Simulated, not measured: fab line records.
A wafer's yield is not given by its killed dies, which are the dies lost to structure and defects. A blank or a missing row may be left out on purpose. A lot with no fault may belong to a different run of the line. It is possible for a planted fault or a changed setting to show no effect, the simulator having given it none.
2 desks looking at one fault -- flow gf180mcu -- what lay behind the numbers comes last; until then each desk has only its own

FOR THE TOOL OWNER'S DESK: pvdSputter-01
The tool's own readings at GF_MIM_SPUTTER_03 (material Ti, target thk 10 nm, time 6.7 s): means of the sampled wafers that have a number, for each lot that ran on this tool. The brackets show how far a lot's mean lies from the usual mean; more than 4 standard deviations puts the lot out of limits, marked OUT.
Columns: A = throttleValvePct at GF_MIM_SPUTTER_03, usual 30.6 %
lot,first seen here,A
L582,day 25 00:45,30.3
L592,day 28 12:21,30.4
L594,day 29 04:45,31.3
Result from this desk: across the 3 lots, nothing is out of limits.

AT THE METROLOGY DESK
Means of the sampled wafers that have a number, per lot and without regard to the tool the lot ran on: this is what the gauges read. The brackets show how far a lot's mean lies from the usual mean; more than 4 standard deviations puts the lot out of limits, marked OUT.
Columns: A = V4_W_RS at GF_V4_RS_MEAS_24, usual 0.324 ohm/sq; B = V4_W_THK at GF_V4_THK_MEAS_25, usual 362 nm
lot,first seen here,A,B
L582,day 25 00:08,0.323,364
L585,day 26 01:53,0.321,366
L592,day 28 11:45,0.328,354
L594,day 29 04:08,0.321,364
L597,day 29 23:55,0.321,361
L603,day 31 05:53,0.336,342
Result from this desk: across the 6 lots, nothing is out of limits.

BROUGHT TOGETHER
The desk of the tool owner found nothing out of limits.
The metrology desk saw nothing out of limits.

WHAT THE SIMULATOR HAD INSERTED
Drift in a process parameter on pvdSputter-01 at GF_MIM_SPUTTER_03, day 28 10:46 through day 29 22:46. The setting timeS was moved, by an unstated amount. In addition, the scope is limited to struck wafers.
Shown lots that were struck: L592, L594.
